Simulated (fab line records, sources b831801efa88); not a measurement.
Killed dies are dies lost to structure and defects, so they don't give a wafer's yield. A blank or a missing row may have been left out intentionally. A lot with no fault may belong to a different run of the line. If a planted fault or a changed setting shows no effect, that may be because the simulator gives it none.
What tool caused it? || flow sfq-line || 6 lots, 18 wafers sampled, at 2 steps of a route of 325

== WHAT THE GAUGES READ, wafer by wafer ==
SFQ_R5_RS_MEAS_933: uses a four-point probe to measure.
{"lot": "L597", "measured": "day 70 06:52", "on": "film-metro-02", "R5_MONX_RS (ohm/sq)": "7.12 7.17 7.22"}
{"lot": "L599", "measured": "day 70 10:28", "on": "film-metro-01", "R5_MONX_RS (ohm/sq)": "6.96 6.98 6.95"}
{"lot": "L605", "measured": "day 70 23:40", "on": "film-metro-02", "R5_MONX_RS (ohm/sq)": "6.97 6.93 6.90"}
{"lot": "L611", "measured": "day 74 19:22", "on": "film-metro-03", "R5_MONX_RS (ohm/sq)": "6.97 7.03 7.05"}
{"lot": "L614", "measured": "day 76 03:19", "on": "film-metro-01", "R5_MONX_RS (ohm/sq)": "7.07 7.03 7.08"}
{"lot": "L616", "measured": "day 76 14:50", "on": "film-metro-01", "R5_MONX_RS (ohm/sq)": "7.09 7.00 7.04"}

== EACH LOT AND THE TOOL THAT RAN IT (in order: tool; ch and the chambers of the sampled wafers; start) ==
{"lot": "L597", "SFQ_TRILAYER_R5_DEP_SPUTTER_133": "pvd-sputter-04, day 70 06:47"}
{"lot": "L599", "SFQ_TRILAYER_R5_DEP_SPUTTER_133": "pvd-sputter-04, day 70 10:23"}
{"lot": "L605", "SFQ_TRILAYER_R5_DEP_SPUTTER_133": "pvd-sputter-06, day 70 23:35"}
{"lot": "L611", "SFQ_TRILAYER_R5_DEP_SPUTTER_133": "pvd-sputter-05, day 74 19:15"}
{"lot": "L614", "SFQ_TRILAYER_R5_DEP_SPUTTER_133": "pvd-sputter-06, day 76 03:13"}
{"lot": "L616", "SFQ_TRILAYER_R5_DEP_SPUTTER_133": "pvd-sputter-05, day 76 14:44"}
- SFQ_TRILAYER_R5_DEP_SPUTTER_133: material MoNx, target thk 40 nm, time 66.7 s.

== THE ANSWER, worked out from the rows above alone ==
Rule: usual is defined by the lots themselves. Put in order of their means at a reading, lots are off if they are a third of the lots or fewer, leave a main group of 4 or more, and stand apart from it by a gap of 3 or more times the standard deviation of the main group's means; of several such gaps the widest counts. Not used: any main group whose means are identical at the precision the tables above print for the reading. Also off: a lot with no number at a reading for which 4 or more lots have one. Where the step has rows for the other lots, those lots are counted as sound.
Across all readings shown, no lot is off: no conclusion can be drawn from this.

== WHAT THE SIMULATOR HAD INSERTED ==
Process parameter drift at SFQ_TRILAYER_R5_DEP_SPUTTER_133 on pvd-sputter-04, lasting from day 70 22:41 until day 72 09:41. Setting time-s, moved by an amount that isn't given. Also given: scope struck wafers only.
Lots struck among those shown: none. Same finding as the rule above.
